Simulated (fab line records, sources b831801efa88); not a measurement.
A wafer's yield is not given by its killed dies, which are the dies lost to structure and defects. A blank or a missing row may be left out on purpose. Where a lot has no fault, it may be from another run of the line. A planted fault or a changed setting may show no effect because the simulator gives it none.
Chamber matching | flow sky130 | SKY_VIA4_CMP_02 on cmp-01: 4 sister chambers
The step polishes SiO2. 8 wafers are shown with their chamber, then 7 later ones without.

== EACH WAFER AND ITS CHAMBER ==
wafer  | chamber | motor current A (A) | retaining ring pressure frac
L115.4 | 0       | 11.0                | 1.007
L116.4 | 3       | 12.6                | 1.001
L116.5 | 2       | 10.7                | 1.001
L120.3 | 1       | 13.9                | 1.008
L120.5 | 0       | 11.2                | 0.995
L120.6 | 1       | 13.2                | 0.995
L122.2 | 2       | 10.7                | 0.994
L122.3 | 3       | 13.7                | 1.003

== WAFERS WITH NO CHAMBER GIVEN ==
wafer  | motor current A (A) | retaining ring pressure frac
L122.4 | 13.8                | 1.005
L133.1 | 11.8                | 1.000
L133.3 | 10.6                | 0.999
L133.5 | 13.0                | 1.005
L136.1 | 11.4                | 1.003
L136.4 | 10.3                | 0.997
L136.5 | 10.8                | 0.991

== WHICH CHAMBER EACH WENT THROUGH ==
wafer  | from the rows above          | in truth
L122.4 | can't be placed: 1 or 3      | 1
L133.1 | can't be placed: 0 or 2 or 3 | 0
L133.3 | can't be placed: 2 or 0      | 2
L133.5 | can't be placed: 3 or 1      | 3
L136.1 | can't be placed: 0 or 2      | 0
L136.4 | can't be placed: 2 or 0      | 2
L136.5 | can't be placed: 2 or 0      | 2
Placed correctly: 0 of 7. Unplaceable from these rows: 7, with the true chamber sitting among the candidates in 7. Number placed wrongly: 0.
How it was worked out, from the rows above alone: a wafer's distance from a chamber is the root of the sum, over the readings, of the square of ((its reading less the chamber's mean) divided by the reading's scatter). If the next closest chamber is less than 2 further off than the closest, the wafer can't be placed; otherwise it belongs to the closest. A chamber's mean is the mean of its shown wafers. How the scatter is found: for the shown wafers, subtract from each reading the mean of its chamber, square and add these, divide the total by (wafers less chambers), then take the root.
